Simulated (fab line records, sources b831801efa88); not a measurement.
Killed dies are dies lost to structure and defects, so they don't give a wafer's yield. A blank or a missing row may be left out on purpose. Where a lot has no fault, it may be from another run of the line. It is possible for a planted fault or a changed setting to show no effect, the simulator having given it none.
A struck lot beside a sound one | flow sky130 | 44 out of 708 route steps
Sound: the wafers L512.1, L512.3, L512.5. The struck wafers were L525.1, L525.3, L525.6. The cause comes at the end.
Each step with rows lists, per side, the tool, then ch with its chambers, then its first start. Under that, the readings that differ: sound wafers | struck wafers | difference of the means | sigmas: that difference in standard deviations of wafers without a fault.
alike: readings whose means differ by less than 2 such deviations, and words and numbers that are the same on both sides. not compared: withheld readings, readings that some wafer has no value for, bounds like >300 that may hide the same value, and numbers for which the record gives no deviation and whose values overlap.
A row with sigmas, a row that says differs or no value, or rows on one side alone: a step with any of these is where the two part. Numbers that don't overlap but have no deviation are shown without sigmas and don't part them. A reading that every wafer of one side lacks parts them only if that side has two wafers or more.

first, 2 steps without rows for these wafers: SKY_DNWELL_DEVELOP_06 (develop time 60 s); SKY_DNWELL_IMPLANT_07.
SKY_DNWELL_STRIP_08: strips in O2/N2.
  sound on plasma asher-01 ch 0,1, day 3 08:05; struck on plasma asher-02 ch 0, day 6 07:16
  alike: drypump motor current A, n2 flow sccm, oes product au, strip time to endpoint s
  not compared: rf hours counter h
SKY_DNWELL_TW_MEAS_09:
  struck on film metro-04, day 6 07:22; sound on film metro-02, day 3 08:11
  alike: DNWELL_TW
then, 7 steps without rows for these wafers: SKY_PWDE_DEHYDRATE_00 (time 60 s); SKY_PWDE_HMDS_01 (prime time 60 s); SKY_PWDE_COAT_02 (resist thk 3000 nm); SKY_PWDE_SOFTBAKE_03; SKY_PWDE_EXPOSE_04 (exposes mask PWDEM, target cd 840 nm); SKY_PWDE_PEB_05; SKY_PWDE_DEVELOP_06 (develop time 60 s).
SKY_PWDE_OVL_MEAS_07:
  struck on overlay-02, day 7 02:45; sound on overlay-02, day 4 00:19
  alike: PWDE_OVL
SKY_PWDE_IMPLANT_08:
  sound on implanter-03 ch 0, day 4 00:22; struck on implanter-03 ch 0, day 7 02:47
  reading                   | sound                | struck               | difference | sigmas
  beam energy keV           | 150.02 150.04 150.00 | 186.29 186.32 186.29 | +36.28     | +99 or more
  model.implant.rp nm (nm)  | 434.3 434.3 434.3    | 518.6 518.6 518.6    | +84.3      |
  model.implant.drp nm (nm) | 97.97 97.97 97.97    | 106 106 106          | +8         |
SKY_PWDE_STRIP_09: strips in O2/N2.
  sound on plasma asher-01 ch 0,1, day 4 00:31; struck on plasma asher-02 ch 0,1, day 7 02:56
  alike: drypump motor current A, n2 flow sccm, oes product au, strip time to endpoint s
  not compared: rf hours counter h
SKY_PWDE_TW_MEAS_10:
  struck on film metro-03, day 7 03:02; sound on film metro-02, day 4 00:37
  alike: PWDE_TW
then, 7 steps without rows for these wafers: SKY_NWELL_DEHYDRATE_03 (time 60 s); SKY_NWELL_HMDS_04 (prime time 60 s); SKY_NWELL_COAT_05 (resist thk 3000 nm); SKY_NWELL_SOFTBAKE_06; SKY_NWELL_EXPOSE_07 (exposes mask NWM, target cd 840 nm); SKY_NWELL_PEB_08; SKY_NWELL_DEVELOP_09 (develop time 60 s).
SKY_NWELL_OVL_MEAS_10:
  struck on overlay-01, day 7 22:21; sound on overlay-01, day 4 17:11
  alike: NWELL_00_OVL
then, 3 steps without rows for these wafers: SKY_NWELL_IMPLANT_11; SKY_NWELL_IMPLANT_12; SKY_NWELL_IMPLANT_13.
SKY_NWELL_STRIP_14: strips in O2/N2.
  sound on plasma asher-04 ch 0,1, day 4 17:40; struck on plasma asher-03 ch 0,1, day 7 22:50
  alike: drypump motor current A, n2 flow sccm, oes product au, strip time to endpoint s
  not compared: rf hours counter h
SKY_NWELL_TW_MEAS_15:
  struck on film metro-02, day 7 22:56; sound on film metro-02, day 4 17:46
  alike: NWELL_TW
then, 7 steps without rows for these wafers: SKY_NWELL_DEHYDRATE_16 (time 60 s); SKY_NWELL_HMDS_17 (prime time 60 s); SKY_NWELL_COAT_18 (resist thk 3000 nm); SKY_NWELL_SOFTBAKE_19; SKY_NWELL_EXPOSE_20 (exposes mask NWM COMPLEMENT, target cd 840 nm); SKY_NWELL_PEB_21; SKY_NWELL_DEVELOP_22 (develop time 60 s).
SKY_NWELL_OVL_MEAS_23:
  struck on overlay-01, day 8 19:33; sound on overlay-02, day 5 10:57
  alike: NWELL_01_OVL
following that, these wafers have no rows for 1 step: SKY_NWELL_IMPLANT_24.
SKY_NWELL_STRIP_25: strips in O2/N2.
  sound on plasma asher-03 ch 0,1, day 5 11:08; struck on plasma asher-04 ch 0,1, day 8 19:44
  alike: drypump motor current A, n2 flow sccm, oes product au, strip time to endpoint s
  not compared: rf hours counter h
SKY_NWELL_TW_MEAS_26:
  struck on film metro-04, day 8 19:50; sound on film metro-02, day 5 11:14
  alike: NWELL_2_TW
then, 1 step without rows for these wafers: SKY_NWELL_CLEAN_27 (cleans in SC1/SC2, time 150 s).
SKY_NWELL_RTA_28: time 30 s.
  sound on rtp anneal-01 ch 0, day 5 11:21; struck on rtp anneal-02 ch 0, day 8 19:57
  alike: chamber o2 ppm, lamp power pct, wafer_temp_C_max
SKY_NWELL_RS_MEAS_29: measures by four-point-probe.
  struck on film metro-03, day 8 20:03; sound on film metro-02, day 5 11:27
  alike: NWELL_RS
SKY_NWELL_RS_MEAS_31: measures by four-point-probe.
  struck on film metro-03, day 8 20:17; sound on film metro-02, day 5 11:41
  reading          | sound          | struck         | difference | sigmas
  PWDE_RS (ohm/sq) | 5237 5258 5256 | 5192 5196 5196 | -56        | -3
-- the record jumps here: 40 days lie between the struck wafers' starts before and after (it left off in module NWELL and takes up again in module PAD_OPEN, whose first step shown is number 708 of the route) --
SKY_PAD_OPEN_PROBE_99:
  struck on prober-02, day 49 04:16; sound on prober-02, day 45 18:28
  reading                                   | sound                         | struck         | difference | sigmas
  model.etest.res_p_drift_20v.line ohm um   | 1.144e+04 1.147e+04 1.134e+04 | 8522 8557 8532 | -2880      |
  model.etest.res_p_drift_20v.rs ohm sq     | 9670 9837 9355                | 7135 7100 7128 | -2500      |
  model.etest.res pwde under gate.rs ohm sq | 6084 6158 6142                | 6168 6189 6184 | +52        |
  alike: killed_at_M0_to_M3, killed_at_M4_up, killed at contacts, killed at front end, killed at other, killed dies, killed open, killed short

== WHERE THEY PART ==
Last at SKY_NWELL_RS_MEAS_31 as far as this record goes, first at SKY_PWDE_IMPLANT_08. Later steps at which nothing parts them and some readings are alike: SKY_PAD_OPEN_PROBE_99.

WHY: the cause the simulator had injected
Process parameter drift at SKY_PWDE_IMPLANT_08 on implanter-03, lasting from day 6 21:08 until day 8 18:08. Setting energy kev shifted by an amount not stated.
